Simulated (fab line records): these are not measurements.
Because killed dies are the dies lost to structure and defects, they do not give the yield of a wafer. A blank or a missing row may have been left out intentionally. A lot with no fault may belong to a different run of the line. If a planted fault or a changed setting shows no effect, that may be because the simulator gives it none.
fab line records    flow gf180mcu
record: lots: 14  wafers: 42  last-day: 34
route steps=602 shown CONTACT@292 M1@316
lots untouched by any fault: they come from a run of this same line in which no faults occurred
start-h: start of the lot's first displayed wafer, in hours after the record's first day    wait-h: hours elapsed since this lot's preceding step    " repeats the value in the row above    L1.1+2: a single row standing in for several wafers    - no value present, or no start provided    * or withheld: withheld    < > ~ a bound
route shown NAME@n: NAME is a module with steps in the file, n the number in the route of the first one    usual: mean and standard deviation over wafers with no fault    same: alike in all rows    chamber/n: place in a boat    sites: readings site by site    _std_site: standard deviation of those values    _edge_site: inner sites' mean taken away from outer sites' mean    radius-mm: how far each site lies from the wafer's centre    mask NAME#n: copy n    behind: tool/chamber where the wafer was last shaped    hold: the reason the lot was held/the length of the hold in hours/how it ended    device: the n, p or np transistor that did not switch    end of line: at the end of the route, the tests of the same wafers    a step with no rows: only its recipe    killed: at the first sort, the dies lost to defects and structure; wafer yield is something else    map: the dies of a wafer, with x for killed, . for not killed, _ for no die there
set.NAME: the setting the step ran with; set.NAME@STEP: the setting that earlier step ran with    model.NAME: the simulator's own value behind a step, which no gauge read
a sample of lots followed through the steps of the route, with each step as a table and each wafer as a row
services: when a tool's chamber went out of use (start-h, in hours from the record's first day, below 0 if earlier), for how many hours, and the reason
== steps ==
step: GF_CONTACT_BOW_MEAS_05
recipe: mode: bow
usual: CONTACT_BOW: 65/7.3
lot.wafer  tool           chamber  start-h  wait-h  CONTACT_BOW[um]
L878.1     film-metro-01  -        340.97   0.2     68
L878.2     "              -        "        "       57
L878.5     "              -        "        "       52
L879.1     film-metro-04  -        345.33   0.1     61
L879.4     "              -        "        "       60
L879.6     "              -        "        "       77
L881.3     film-metro-01  -        364.33   0.1     62
L881.5     "              -        "        "       68
L881.6     "              -        "        "       61
L882.1     film-metro-02  -        377.23   0.1     63
L882.5     "              -        "        "       66
L882.6     "              -        "        "       57
L885.3     film-metro-04  -        403.90   0.2     70
L885.4     "              -        "        "       66
L885.5     "              -        "        "       68
L891.2     film-metro-01  -        454.88   0.2     53
L891.4     "              -        "        "       75
L891.5     "              -        "        "       65
L893.2     film-metro-01  -        467.93   0.1     64
L893.3     "              -        "        "       65
L893.5     "              -        "        "       65
L894.1     film-metro-02  -        479.14   0.2     71
L894.3     "              -        "        "       63
L894.6     "              -        "        "       67
L895.3     film-metro-04  -        488.87   0.2     65
L895.4     "              -        "        "       64
L895.5     "              -        "        "       71
L896.1     film-metro-01  -        511.53   0.1     56
L896.3     "              -        "        "       71
L896.6     "              -        "        "       65
L898.1     film-metro-02  -        522.91   0.1     69
L898.2     "              -        "        "       62
L898.3     "              -        "        "       59
L899.4     film-metro-02  -        527.85   0.2     69
L899.5     "              -        "        "       73
L899.6     "              -        "        "       66
L900.1     film-metro-01  -        531.42   0.2     50
L900.5     "              -        "        "       55
L900.6     "              -        "        "       66
L901.1     film-metro-02  -        538.91   0.2     58
L901.3     "              -        "        "       65
L901.4     "              -        "        "       58
step: GF_CONTACT_OVL_MEAS_15
usual: CONTACT_OVL: 4/6.1
lot.wafer  tool        chamber  start-h  wait-h  CONTACT_OVL[nm]
L878.1     overlay-02  -        362.63   0.1     1
L878.2     "           -        "        "       10
L878.5     "           -        "        "       4
L879.1     overlay-02  -        367.98   0.1     10
L879.4     "           -        "        "       10
L879.6     "           -        "        "       8
L881.3     overlay-01  -        387.47   0.1     8
L881.5     "           -        "        "       2
L881.6     "           -        "        "       7
L882.1     overlay-01  -        399.88   0.1     6
L882.5     "           -        "        "       4
L882.6     "           -        "        "       -3
L885.3     overlay-02  -        427.74   0.1     5
L885.4     "           -        "        "       3
L885.5     "           -        "        "       2
L891.2     overlay-01  -        479.46   0.1     2
L891.4     "           -        "        "       6
L891.5     "           -        "        "       9
L893.2     overlay-02  -        491.51   0.1     6
L893.3     "           -        "        "       6
L893.5     "           -        "        "       0
L894.1     overlay-01  -        502.56   0.1     7
L894.3     "           -        "        "       11
L894.6     "           -        "        "       12
L895.3     overlay-02  -        512.32   0.1     2
L895.4     "           -        "        "       11
L895.5     "           -        "        "       8
L896.1     overlay-01  -        534.28   0.1     6
L896.3     "           -        "        "       10
L896.6     "           -        "        "       3
L898.1     overlay-02  -        545.80   0.1     2
L898.2     "           -        "        "       2
L898.3     "           -        "        "       2
L899.4     overlay-01  -        550.34   0.1     0
L899.5     "           -        "        "       7
L899.6     "           -        "        "       5
L900.1     overlay-02  -        554.36   0.1     -4
L900.5     "           -        "        "       -5
L900.6     "           -        "        "       -2
L901.1     overlay-02  -        560.83   0.1     0
L901.3     "           -        "        "       3
L901.4     "           -        "        "       6
step: GF_CONTACT_RS_MEAS_25
recipe: thk-meas-gauge: four-point-probe  reads: W_of_CONTACT_CVD_24+TiN_of_CONTACT_SPUTTER_23+Ti_of_CONTACT_SPUTTER_22
usual: CONTACT_W_RS: 0.379/0.0049
lot.wafer  tool           chamber  start-h  wait-h  CONTACT_W_RS[ohm/sq]
L878.1     film-metro-04  -        363.34   0.1     0.374
L878.2     "              -        "        "       0.370
L878.5     "              -        "        "       0.368
L879.1     film-metro-04  -        368.68   0.1     0.380
L879.4     "              -        "        "       0.385
L879.6     "              -        "        "       0.385
L881.3     film-metro-04  -        388.20   0.1     0.374
L881.5     "              -        "        "       0.378
L881.6     "              -        "        "       0.375
L882.1     film-metro-04  -        400.58   0.1     0.375
L882.5     "              -        "        "       0.372
L882.6     "              -        "        "       0.373
L885.3     film-metro-02  -        428.47   0.1     0.382
L885.4     "              -        "        "       0.391
L885.5     "              -        "        "       0.386
L891.2     film-metro-01  -        480.18   0.1     0.379
L891.4     "              -        "        "       0.373
L891.5     "              -        "        "       0.377
L893.2     film-metro-01  -        492.24   0.1     0.381
L893.3     "              -        "        "       0.387
L893.5     "              -        "        "       0.381
L894.1     film-metro-02  -        503.27   0.1     0.376
L894.3     "              -        "        "       0.381
L894.6     "              -        "        "       0.380
L895.3     film-metro-01  -        513.06   0.1     0.370
L895.4     "              -        "        "       0.375
L895.5     "              -        "        "       0.378
L896.1     film-metro-01  -        534.98   0.1     0.375
L896.3     "              -        "        "       0.373
L896.6     "              -        "        "       0.378
L898.1     film-metro-02  -        546.59   0.2     0.378
L898.2     "              -        "        "       0.376
L898.3     "              -        "        "       0.378
L899.4     film-metro-01  -        551.09   0.1     0.376
L899.5     "              -        "        "       0.382
L899.6     "              -        "        "       0.379
L900.1     film-metro-02  -        555.17   0.1     0.379
L900.5     "              -        "        "       0.388
L900.6     "              -        "        "       0.374
L901.1     film-metro-02  -        561.53   0.1     0.381
L901.3     "              -        "        "       0.380
L901.4     "              -        "        "       0.376
step: GF_M1_SPUTTER_01
recipe: material: TiN  target-thk-nm: 30  power-w: 6500  time-s: 25  chamber-pressure-pa: 0.4
usual: cathode-dc-power-W: 6499.9/1.2  chamber-pressure-pa: 0.3999/0.00081  throttle-valve-pct: 29.6/1.2
lot.wafer  tool            chamber  start-h  wait-h  cathode-dc-power-W  chamber-pressure-pa  throttle-valve-pct
L878.1     pvd-sputter-02  -        363.92   0.1     6500.9              0.3996               29.4
L878.2     "               -        "        "       6501.7              0.4015               30.2
L878.5     "               -        "        "       6499.7              0.4005               30.4
L879.1     pvd-sputter-03  -        369.28   0.1     6498.7              0.4009               29.5
L879.4     "               -        "        "       6499.9              0.4010               31.5
L879.6     "               -        "        "       6499.3              0.3997               29.3
L881.3     pvd-sputter-01  -        388.74   0.1     6501.2              0.4022               28.6
L881.5     "               -        "        "       6499.7              0.4003               28.7
L881.6     "               -        "        "       6499.6              0.4007               28.3
L882.1     pvd-sputter-02  -        401.16   0.1     6500.7              0.3987               29.4
L882.5     "               -        "        "       6501.9              0.4000               29.5
L882.6     "               -        "        "       6499.8              0.3995               31.3
L885.3     pvd-sputter-01  -        429.01   0.1     6500.4              0.3999               30.7
L885.4     "               -        "        "       6498.8              0.3997               28.6
L885.5     "               -        "        "       6499.2              0.3996               27.6
L891.2     pvd-sputter-01  -        480.90   0.1     6501.6              0.3999               30.6
L891.4     "               -        "        "       6498.0              0.4001               28.6
L891.5     "               -        "        "       6500.6              0.4011               27.4
L893.2     pvd-sputter-02  -        492.80   0.1     -                   -                    -
L893.3     "               -        "        "       -                   -                    -
L893.5     "               -        "        "       -                   -                    -
L894.1     pvd-sputter-03  -        503.85   0.1     -                   -                    -
L894.3     "               -        "        "       -                   -                    -
L894.6     "               -        "        "       -                   -                    -
L895.3     pvd-sputter-03  -        513.60   0.1     6498.4              0.3999               28.1
L895.4     "               -        "        "       6499.0              0.3990               31.3
L895.5     "               -        "        "       6499.8              0.4007               28.3
L896.1     pvd-sputter-02  -        535.56   0.1     6500.6              0.4007               29.3
L896.3     "               -        "        "       6501.0              0.4012               31.5
L896.6     "               -        "        "       6498.5              0.3998               29.3
L898.1     pvd-sputter-02  -        547.17   0.1     6499.2              0.3989               31.2
L898.2     "               -        "        "       6497.6              0.4004               29.2
L898.3     "               -        "        "       6499.6              0.3984               29.5
L899.4     pvd-sputter-02  -        551.88   0.1     6499.0              0.3995               29.4
L899.5     "               -        "        "       6500.0              0.3995               29.4
L899.6     "               -        "        "       6497.2              0.3997               31.7
L900.1     pvd-sputter-02  -        555.77   0.1     6499.2              0.3995               31.3
L900.5     "               -        "        "       6500.5              0.3987               30.2
L900.6     "               -        "        "       6501.4              0.3994               29.6
L901.1     pvd-sputter-01  -        562.11   0.1     6499.5              0.4011               30.2
L901.3     "               -        "        "       6498.6              0.4002               28.5
L901.4     "               -        "        "       6499.5              0.4002               27.5
step: GF_M1_METAL_ETCH_16
recipe: chemistry: Cl2/BCl3  mask-material: KrF  target-depth-nm: 627.5  stop-on: SiO2  pressure-mtorr: 8  icp-w: 800  bias-w: 140  Cl2_flow_sccm: 80  bcl3-flow-sccm: 40  time-s: 104.6
usual: bias-w: 139.9/0.45  drypump-motor-current-A: 5.7/0.6  oes-product-au: 0.972/0.0071  throttle-valve-pct: 28.248/0.0095
lot.wafer  tool          chamber  start-h  wait-h  bias-w  drypump-motor-current-A  oes-product-au  rf-hours-counter-h  throttle-valve-pct
L878.1     rie-metal-02  1        386.57   0.0     140.7   5.5                      0.987           10                  28.229
L878.2     "             0        "        "       139.9   6.1                      0.984           8                   28.254
L878.5     "             1        "        "       139.6   5.5                      0.969           -                   28.239
L879.1     rie-metal-02  1        390.92   0.0     140.1   5.6                      0.981           10                  28.239
L879.4     "             1        "        "       140.2   5.5                      0.979           -                   28.244
L879.6     "             0        "        "       140.8   6.0                      0.973           -                   28.248
L881.3     rie-metal-02  1        412.33   0.1     139.4   5.6                      0.974           -                   28.260
L881.5     "             1        "        "       140.2   5.5                      0.964           -                   28.255
L881.6     "             0        "        "       140.1   6.0                      0.978           -                   28.240
L882.1     rie-metal-03  1        424.73   0.0     140.3   6.6                      0.987           5                   28.244
L882.5     "             1        "        "       140.2   6.5                      0.994           -                   28.235
L882.6     "             1        "        "       140.1   6.5                      0.977           -                   28.244
L885.3     rie-metal-03  0        460.50   0.1     139.0   5.3                      0.963           -                   28.263
L885.4     "             1        "        "       139.0   6.5                      0.965           -                   28.245
L885.5     "             1        "        "       139.8   6.5                      0.970           -                   28.267
L891.2     rie-metal-01  0        505.09   0.0     139.2   4.8                      0.972           7                   28.234
L891.4     "             1        "        "       140.2   6.0                      0.972           -                   28.244
L891.5     "             0        "        "       139.3   4.8                      0.967           -                   28.230
L893.2     rie-metal-03  0        515.91   0.0     139.9   5.3                      0.922           2                   28.294
L893.3     "             0        "        "       140.7   5.3                      0.931           -                   28.270
L893.5     "             0        "        "       139.9   5.3                      0.940           -                   28.276
L894.1     rie-metal-01  1        526.79   0.0     140.5   6.0                      0.947           12                  28.286
L894.3     "             0        "        "       139.5   4.8                      0.935           -                   28.260
L894.6     "             0        "        "       140.0   4.8                      0.945           -                   28.288
L895.3     rie-metal-01  1        537.00   0.1     140.0   6.0                      0.966           -                   28.247
L895.4     "             1        "        "       140.6   6.0                      0.971           -                   28.242
L895.5     "             1        "        "       139.9   6.0                      0.976           -                   28.255
L896.1     rie-metal-01  0        557.63   0.0     139.3   4.8                      0.965           7                   28.239
L896.3     "             0        "        "       139.5   4.9                      0.967           -                   28.244
L896.6     "             0        "        "       139.3   4.8                      0.974           -                   28.246
L898.1     rie-metal-03  0        569.23   0.0     139.7   5.3                      0.971           3                   28.260
L898.2     "             1        "        "       139.7   6.6                      0.978           8                   28.241
L898.3     "             1        "        "       140.6   6.5                      0.974           -                   28.259
L899.4     rie-metal-03  0        573.02   0.0     139.8   5.2                      0.983           -                   28.240
L899.5     "             0        "        "       139.9   5.3                      0.988           -                   28.252
L899.6     "             1        "        "       140.3   6.5                      0.981           -                   28.230
L900.1     rie-metal-02  1        577.56   0.0     140.3   5.5                      0.967           2                   28.250
L900.5     "             1        "        "       139.0   5.6                      0.973           -                   28.227
L900.6     "             0        "        "       140.6   6.0                      0.975           -                   28.254
L901.1     rie-metal-03  1        583.38   0.0     140.5   6.5                      0.970           8                   28.269
L901.3     "             1        "        "       140.1   6.5                      0.965           -                   28.242
L901.4     "             0        "        "       139.7   5.3                      0.971           -                   28.260
== services ==
tool            chamber  start-h  hours  kind
pvd-sputter-03  -        393.39   8.6    repair
pvd-sputter-01  -        401.74   0.9    repair
pvd-sputter-03  -        402.74   4.4    repair
pvd-sputter-01  0        414.50   -      consumable-replace:kit
pvd-sputter-01  0        414.50   18.0   scheduled-down
pvd-sputter-01  0        414.50   18.0   vent-cycle
rie-metal-03    0        416.95   -      clean
rie-metal-03    0        416.95   24.7   scheduled-down
rie-metal-03    0        416.95   24.7   vent-cycle
pvd-sputter-02  -        420.35   2.8    repair
pvd-sputter-02  -        477.57   0.7    repair
rie-metal-02    1        481.67   -      clean
rie-metal-02    1        481.67   19.3   scheduled-down
rie-metal-02    1        481.67   19.3   vent-cycle
rie-metal-02    -        500.41   28.1   pm
rie-metal-01    0        505.66   12.5   repair
rie-metal-01    0        528.05   20.9   repair
pvd-sputter-01  -        528.28   6.5    repair
rie-metal-02    0        532.24   -      clean
rie-metal-02    0        532.24   14.4   scheduled-down
rie-metal-02    0        532.24   14.4   vent-cycle
pvd-sputter-03  -        546.44   6.0    repair
rie-metal-01    1        548.93   -      clean
pvd-sputter-02  -        570.16   2.9    repair
== key ==
first-sign: step: GF_M1_SPUTTER_01  reading: tool-record  direction: missing
effect: step: GF_M1_METAL_ETCH_16  reading: oes-product-au  direction: down  sigmas: 5  usual: 0.972  struck: 0.937
met-at GF_M1_SPUTTER_01
struck-lots L893,L894
later-rows-left-out L893.2,L893.3,L893.5,L894.1,L894.3,L894.6
sort-left-out L893.2,L893.3,L893.5,L894.1,L894.3,L894.6
not-acting-at GF_CONTACT_BOW_MEAS_05,GF_CONTACT_OVL_MEAS_15,GF_CONTACT_RS_MEAS_25
onset-between 401.16 492.80
fault: kind: skipped-step-whole  tool: pvd-sputter-02,pvd-sputter-03  chamber: -  onset-h: 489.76  steps: GF_M1_SPUTTER_01  scope: struck-lots-only
sort-left-out: the simulated sort isn't trusted on such a fault, so these wafers' sort isn't shown, and their yield isn't known
later-rows-left-out: the simulator's readings of these wafers behind a module that went badly wrong aren't trusted and aren't shown, but for the sort
